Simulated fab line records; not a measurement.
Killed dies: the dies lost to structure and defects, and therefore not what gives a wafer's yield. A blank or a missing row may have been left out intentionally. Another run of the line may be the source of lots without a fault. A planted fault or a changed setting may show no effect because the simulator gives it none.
What tool caused it? + flow gf180mcu + 18 wafers from 6 lots sampled at 2 of the route's 602 steps

== WHAT EACH GAUGE READ, for each wafer ==
GF_STI_THK_MEAS_24.
| lot  | measured    | on            | STI_CVD_23_THK (nm) |
|------|-------------|---------------|---------------------|
| L975 | day 2 14:51 | film metro-02 | 659 652 655         |
| L979 | day 3 14:54 | film metro-02 | 645 643 651         |
| L981 | day 3 21:18 | film metro-04 | 651 648 652         |
| L985 | day 4 17:14 | film metro-04 | 649 651 657         |
| L987 | day 5 03:31 | film metro-01 | 648 734 646         |
| L989 | day 5 13:53 | film metro-01 | 655 658 648         |

== EACH LOT AND THE TOOL THAT RAN IT (in order: tool; ch and the chambers of the sampled wafers; start) ==
| lot  | GF_STI_CVD_23                   |
|------|---------------------------------|
| L975 | hdpcvd-02 ch 0,1,2, day 2 14:46 |
| L979 | hdpcvd-02 ch 0,1,2, day 3 14:49 |
| L981 | hdpcvd-02 ch 0,1,2, day 3 21:12 |
| L985 | hdpcvd-01 ch 0,2, day 4 17:08   |
| L987 | hdpcvd-01 ch 0,2, day 5 03:26   |
| L989 | hdpcvd-02 ch 0,1, day 5 13:48   |
- GF_STI_CVD_23: deposits SiO2, target thk 650 nm, time 108.3 s.

== THE ANSWER, worked out from the rows above alone ==
Rule: the usual values come from the lots themselves. The widest of any qualifying gaps counts: lots, ordered by their means at a reading, are off when they make up no more than a third of the lots, leave a main group of 4 or more, and stand apart from it by 3 or more times the standard deviation of that group's means. The tables above print the reading to a certain number of digits; a main group whose means all agree to those digits is not used. A lot without any number at a reading at which 4 lots or more have one is off too. Where the step has rows for the other lots, those lots are counted as sound.
Off: L987, seen at GF_STI_THK_MEAS_24 (STI_CVD_23_THK). For the main group the mean is 652 nm and the standard deviation 3.1.
If a tool, at a process step before that reading, ran all the lots that are off and no sound lot after the first of them, it fits. The gauges at GF_STI_THK_MEAS_24 are tried like those tools. One candidate fits, namely hdpcvd-01 at GF_STI_CVD_23. A fault onset in the window from L985 (day 4 17:08, its last sound lot) to L987 (day 5 03:26, its first lot off) fits.

== WHAT THE SIMULATOR HAD INSERTED ==
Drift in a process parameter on hdpcvd-01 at GF_STI_CVD_23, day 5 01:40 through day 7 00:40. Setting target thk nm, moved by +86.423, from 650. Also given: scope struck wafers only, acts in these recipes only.
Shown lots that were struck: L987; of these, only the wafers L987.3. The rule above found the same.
